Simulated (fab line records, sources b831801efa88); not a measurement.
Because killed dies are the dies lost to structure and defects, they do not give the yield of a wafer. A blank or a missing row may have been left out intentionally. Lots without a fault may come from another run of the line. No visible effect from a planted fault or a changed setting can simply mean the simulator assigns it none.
Struck lot and sound lot, side by side ; flow sky130 ; 44 steps out of a route of 708
Sound: the wafers L316.1, L316.3, L316.4. Wafers struck: L324.1, L324.5, L324.6. At the end, the cause is stated.
Per side, at each step with rows, come the tool, then ch with its chambers, and then its first start. Under that, the readings that differ: sound wafers ; struck wafers ; difference of the means ; sigmas: that difference in standard deviations of wafers without a fault.
alike: a reading whose means differ by less than 2 such deviations, as well as words and numbers matching on both sides. not compared: withheld readings; readings where some wafer has no value; bounds like >300 that might hide an equal value; numbers whose values overlap and for which the record gives no deviation.
Wherever a step has rows on one side only, a row that says differs or no value, or a row with sigmas, the two part there. Numbers that don't overlap but have no deviation are shown without sigmas and don't part them. A reading missing from all wafers of one side parts the sides only when that side holds two or more wafers.

first, 2 steps without rows for these wafers: SKY_DNWELL_DEVELOP_06 (develop time 60 s); SKY_DNWELL_IMPLANT_07.
SKY_DNWELL_STRIP_08: strips in O2/N2.
  sound on plasma asher-01 ch 0,1, day 5 21:44; struck on plasma asher-01 ch 0,1, day 7 18:28
  alike: drypump motor current A, oes product au, strip time to endpoint s
  not compared: rf hours counter h
SKY_DNWELL_TW_MEAS_09:
  struck on film metro-03, day 7 18:34; sound on film metro-03, day 5 21:50
  alike: DNWELL_TW
then, 7 steps without rows for these wafers: SKY_PWDE_DEHYDRATE_00 (time 60 s); SKY_PWDE_HMDS_01 (prime time 60 s); SKY_PWDE_COAT_02 (resist thk 3000 nm); SKY_PWDE_SOFTBAKE_03; SKY_PWDE_EXPOSE_04 (exposes mask PWDEM, target cd 840 nm); SKY_PWDE_PEB_05; SKY_PWDE_DEVELOP_06 (develop time 60 s).
SKY_PWDE_OVL_MEAS_07:
  struck on overlay-01, day 8 15:28; sound on overlay-01, day 6 16:54
  alike: PWDE_OVL
SKY_PWDE_IMPLANT_08:
  sound on implanter-03 ch 0, day 6 16:56; struck on implanter-03 ch 0, day 8 15:30
reading;sound;struck;difference;sigmas
dose ions cm2;3.596e+12 3.605e+12 3.602e+12;3.851e+12 3.849e+12 3.839e+12;+2.453e+11;+55
  alike: beam on s, faraday current uA
SKY_PWDE_STRIP_09: strips in O2/N2.
  sound on plasma asher-01 ch 0,1, day 6 17:05; struck on plasma asher-01 ch 0,1, day 8 15:39
  alike: drypump motor current A, oes product au, strip time to endpoint s
  not compared: rf hours counter h
SKY_PWDE_TW_MEAS_10:
  struck on film metro-03, day 8 15:45; sound on film metro-02, day 6 17:11
reading;sound;struck;difference;sigmas
PWDE_TW;367 364 365;380 378 379;+14;+3
then, 7 steps without rows for these wafers: SKY_NWELL_DEHYDRATE_03 (time 60 s); SKY_NWELL_HMDS_04 (prime time 60 s); SKY_NWELL_COAT_05 (resist thk 3000 nm); SKY_NWELL_SOFTBAKE_06; SKY_NWELL_EXPOSE_07 (exposes mask NWM, target cd 840 nm); SKY_NWELL_PEB_08; SKY_NWELL_DEVELOP_09 (develop time 60 s).
SKY_NWELL_OVL_MEAS_10:
  struck on overlay-02, day 9 13:00; sound on overlay-02, day 7 12:54
  alike: NWELL_00_OVL
then, 3 steps without rows for these wafers: SKY_NWELL_IMPLANT_11; SKY_NWELL_IMPLANT_12; SKY_NWELL_IMPLANT_13.
SKY_NWELL_STRIP_14: strips in O2/N2.
  sound on plasma asher-04 ch 0,1, day 7 13:23; struck on plasma asher-01 ch 0,1, day 9 13:29
reading;sound;struck;difference;sigmas
oes product au (a.u.);0.712 0.714 0.720;0.729 0.728 0.723;+0.011;+2
  alike: drypump motor current A, strip time to endpoint s
  not compared: rf hours counter h
SKY_NWELL_TW_MEAS_15:
  struck on film metro-03, day 9 13:35; sound on film metro-02, day 7 13:29
  alike: NWELL_TW
then, 7 steps without rows for these wafers: SKY_NWELL_DEHYDRATE_16 (time 60 s); SKY_NWELL_HMDS_17 (prime time 60 s); SKY_NWELL_COAT_18 (resist thk 3000 nm); SKY_NWELL_SOFTBAKE_19; SKY_NWELL_EXPOSE_20 (exposes mask NWM COMPLEMENT, target cd 840 nm); SKY_NWELL_PEB_21; SKY_NWELL_DEVELOP_22 (develop time 60 s).
SKY_NWELL_OVL_MEAS_23:
  struck on overlay-01, day 10 11:47; sound on overlay-01, day 8 08:59
reading;sound;struck;difference;sigmas
NWELL_01_OVL (nm);2.1 1.1 1.9;-2.0 -2.1 -1.9;-3.7;-3
then, 1 step without rows for these wafers: SKY_NWELL_IMPLANT_24.
SKY_NWELL_STRIP_25: strips in O2/N2.
  sound on plasma asher-02 ch 0,1, day 8 09:10; struck on plasma asher-04 ch 0,1, day 10 11:59
reading;sound;struck;difference;sigmas
strip time to endpoint s (s);36.97 36.97 36.94;36.73 36.74 36.78;-0.21;-2
  alike: drypump motor current A, oes product au
  not compared: rf hours counter h
SKY_NWELL_TW_MEAS_26:
  struck on film metro-03, day 10 12:05; sound on film metro-02, day 8 09:16
reading;sound;struck;difference;sigmas
NWELL_2_TW;486 486 486;497 496 495;+10;+2
then, 1 step without rows for these wafers: SKY_NWELL_CLEAN_27 (cleans in SC1/SC2, time 150 s).
SKY_NWELL_RTA_28: time 30 s.
  sound on rtp anneal-01 ch 0, day 8 09:23; struck on rtp anneal-01 ch 0, day 10 12:11
  alike: lamp power pct, ramp up c per s, wafer_temp_C_max
SKY_NWELL_RS_MEAS_29: the measuring method here is four-point-probe.
  struck on film metro-01, day 10 12:17; sound on film metro-01, day 8 09:29
  alike: NWELL_RS
SKY_NWELL_RS_MEAS_31: the measuring method here is four-point-probe.
  struck on film metro-01, day 10 12:32; sound on film metro-01, day 8 09:43
reading;sound;struck;difference;sigmas
PWDE_RS (ohm/sq);5256 5256 5237;5002 5016 5012;-240;-11
-- the record jumps here: 40 days lie between the struck wafers' starts before and after (it left off in module NWELL and takes up again in module PAD_OPEN, whose first step shown is number 708 of the route) --
SKY_PAD_OPEN_PROBE_99:
  struck on prober-01, day 50 06:04; sound on prober-01, day 48 19:51
reading;sound;struck;difference;sigmas
model.etest.res pwde under gate.rs ohm sq;6140 6134 6134;5815 5863 5870;-287;
  alike: killed_at_M0_to_M3, killed_at_M4_up, killed at contacts, killed at front end, killed at other, killed dies, killed open, killed short

== WHERE THEY PART ==
First at SKY_PWDE_IMPLANT_08; last, within this record, at SKY_NWELL_RS_MEAS_31. Later steps at which nothing parts them and some readings are alike: SKY_PAD_OPEN_PROBE_99.

WHY: whatever the simulator had introduced
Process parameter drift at SKY_PWDE_IMPLANT_08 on implanter-03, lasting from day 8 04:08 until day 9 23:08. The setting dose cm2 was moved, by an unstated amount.
